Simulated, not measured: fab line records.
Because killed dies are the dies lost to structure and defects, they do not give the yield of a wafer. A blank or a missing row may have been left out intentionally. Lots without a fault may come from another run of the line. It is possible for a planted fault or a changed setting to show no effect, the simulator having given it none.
A lot that was struck, set against a sound lot | flow sky130 | 16 steps out of a route of 708
Sound: wafers L510.1, L510.4, L510.5. The struck wafers were L525.1, L525.2, L525.4. At the end, the cause is stated.
At each step with rows: each side's tool, then ch and its chambers, then its first start. Under that, the readings that differ: sound wafers | struck wafers | difference of the means | sigmas: that difference in standard deviations of wafers without a fault.
alike: readings with means less than 2 such deviations apart, plus words and numbers identical on both sides. not compared: withheld readings, readings lacking a value on some wafer, bounds such as >300 that could conceal the same value, and numbers that have no deviation in the record and whose values overlap.
The two part at a step that has a row with sigmas, a row that says differs or no value, or rows on one side only. Numbers that don't overlap but have no deviation are shown without sigmas and don't part them. A reading missing from all wafers of one side parts the sides only when that side holds two or more wafers.

first, 3 steps without rows for these wafers: SKY_SONOS_TUNNEL_EXPOSE_04 (exposes mask TUNM, target cd 410 nm); SKY_SONOS_TUNNEL_PEB_05; SKY_SONOS_TUNNEL_DEVELOP_06 (develop time 60 s).
SKY_SONOS_TUNNEL_CD_MEAS_07 targets a cd of 410 nm.
  sound on cd-sem-01, day 13 10:43; struck on cd-sem-01, day 18 07:28
  alike: cd-nm
SKY_SONOS_TUNNEL_OVL_MEAS_08:
  sound on overlay-02, day 13 10:50; struck on overlay-02, day 18 07:35
  alike: SONOS_TUNNEL_OVL
then, 3 steps without rows for these wafers: SKY_SONOS_TUNNEL_IMPLANT_09; SKY_SONOS_TUNNEL_WET_ETCH_10 (etches SiO2 in dHF, target depth 14 nm, time 280 s); SKY_SONOS_TUNNEL_STRIP_11 (strips in SPM, time 600 s).
SKY_SONOS_TUNNEL_TW_MEAS_12:
  sound on film-metro-03, day 13 11:16; struck on film-metro-02, day 18 08:01
  alike: SONOS_TUNNEL_TW
then, 2 steps without rows for these wafers: SKY_SONOS_TUNNEL_CLEAN_13 (cleans in dHF, time 20 s); SKY_SONOS_ONO_OXIDATION_00 (stabilise 600 s, purge 300 s, target thk 2.6 nm).
SKY_SONOS_ONO_THK_MEAS_01:
  sound on film-metro-01, day 13 19:49; struck on film-metro-01, day 18 11:30
  alike: SONOS_ONO_OXIDATION_THK
SKY_SONOS_ONO_CVD_02: deposits Si3N4 from DCS/NH3, target thk 10.5 nm, time 180 s.
  sound on lpcvd-02 ch 0, day 13 19:52; struck on lpcvd-02 ch 1, day 18 13:19
  reading                                     | sound            | struck          | difference | sigmas
  model.Si3N4_of_SONOS_ONO_CVD_02.thk-nm (nm) | 10.75 10.68 10.7 | 9.791 9.844 9.9 | -0.865     |
SKY_SONOS_ONO_THK_MEAS_03:
  sound on film-metro-01, day 13 20:55; struck on film-metro-03, day 18 14:22
  reading                   | sound             | struck         | difference | sigmas
  SONOS_ONO_CVD_02_THK (nm) | 10.73 10.73 10.70 | 9.85 9.82 9.92 | -0.86      | -7
then, 1 step without rows for these wafers: SKY_SONOS_ONO_CVD_04 (deposits SiO2 from SiH4/N2O, target thk 5.7199 nm).
-- a jump in the record: the struck wafers' starts before and after are 32 days apart (it breaks off in module SONOS_ONO and resumes in module PAD_OPEN, where the first step shown is number 708 of the route) --
SKY_PAD_OPEN_PROBE_99:
  sound on prober-02, day 47 16:16; struck on prober-02, day 50 15:34
  reading                               | sound                   | struck                  | difference | sigmas
  model.etest.cap-ono.gate-log10-a-cm2  | -7.917 -7.867 -8.046    | -7.254 -7.303 -7.431    | +0.614     |
  model.etest.cap-ono.tox-acc-nm (nm)   | 12.89 12.89 12.92       | 12.43 12.46 12.52       | -0.43      |
  model.etest.sonos-programmed.vt-v (V) | 1.482 1.501 1.454       | 1.696 1.721 1.668       | +0.216     |
  model.etest.sonos-erased.vt-v (V)     | -2.262 -2.271 -2.217    | -2.456 -2.434 -2.428    | -0.189     |
  model.etest.sonos-baked.vt-v (V)      | 0.9646 0.9479 0.9507    | 1.09 1.083 1.042        | +0.12      |
  model.etest.sonos-baked.vt-less-v (V) | -0.5169 -0.5529 -0.5038 | -0.6061 -0.6376 -0.6269 | -0.0990    |
  alike: killed_at_M0_to_M3, killed_at_M4_up, killed-at-contacts, killed-at-front-end, killed-at-other, killed-dies, killed-open, killed-short

== WHERE THEY PART ==
Only at SKY_SONOS_ONO_THK_MEAS_03, as far as this record shows. Later steps at which nothing parts them and some readings are alike: SKY_PAD_OPEN_PROBE_99.

WHY: the cause the simulator had injected
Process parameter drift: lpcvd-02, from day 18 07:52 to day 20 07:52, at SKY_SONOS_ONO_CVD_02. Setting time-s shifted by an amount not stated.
